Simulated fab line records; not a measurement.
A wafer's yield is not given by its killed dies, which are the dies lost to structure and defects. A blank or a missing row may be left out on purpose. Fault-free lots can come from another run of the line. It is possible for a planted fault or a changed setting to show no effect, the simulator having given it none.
Chamber matching	flow gf180mcu	3 sister chambers for GF_PASSIVATION_CVD_00 on pecvd-01
The step deposits SiO2 from TEOS, target thk 1000 nm, time 111.95 s. 3 wafers are shown with their chamber, then 7 later ones without.

WAFERS WITH THEIR CHAMBER
wafer	chamber	heater power w (W)
L087.4	1	580
L090.1	0	682
L090.4	2	723

WAFERS MISSING THEIR CHAMBER
wafer	heater power w (W)
L090.5	588
L092.3	658
L092.4	738
L092.6	542
L095.2	636
L095.4	685
L095.5	536

EACH ONE'S CHAMBER
wafer	from the rows above	in truth
L090.5	1	1
L092.3	can't be placed: 0 or 2 or 1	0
L092.4	can't be placed: 2 or 0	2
L092.6	1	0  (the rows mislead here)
L095.2	can't be placed: 0 or 1 or 2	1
L095.4	can't be placed: 0 or 2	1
L095.5	1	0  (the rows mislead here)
Placed correctly: 1 of 7. Unplaceable from these rows: 4, with the true chamber sitting among the candidates in 3. Number placed wrongly: 2.
How it was worked out, from the rows above alone: a wafer's distance from a chamber is the root of the sum, over the readings, of the square of ((its reading less the chamber's mean) divided by the reading's scatter). The wafer belongs to the nearest chamber; if the next one is less than 2 further off, it can't be placed. For every chamber, the mean is computed from those of its wafers that are shown. The scatter: with one shown wafer a chamber, the root of the mean of the squares of how far each hidden wafer lies from its nearest shown one.
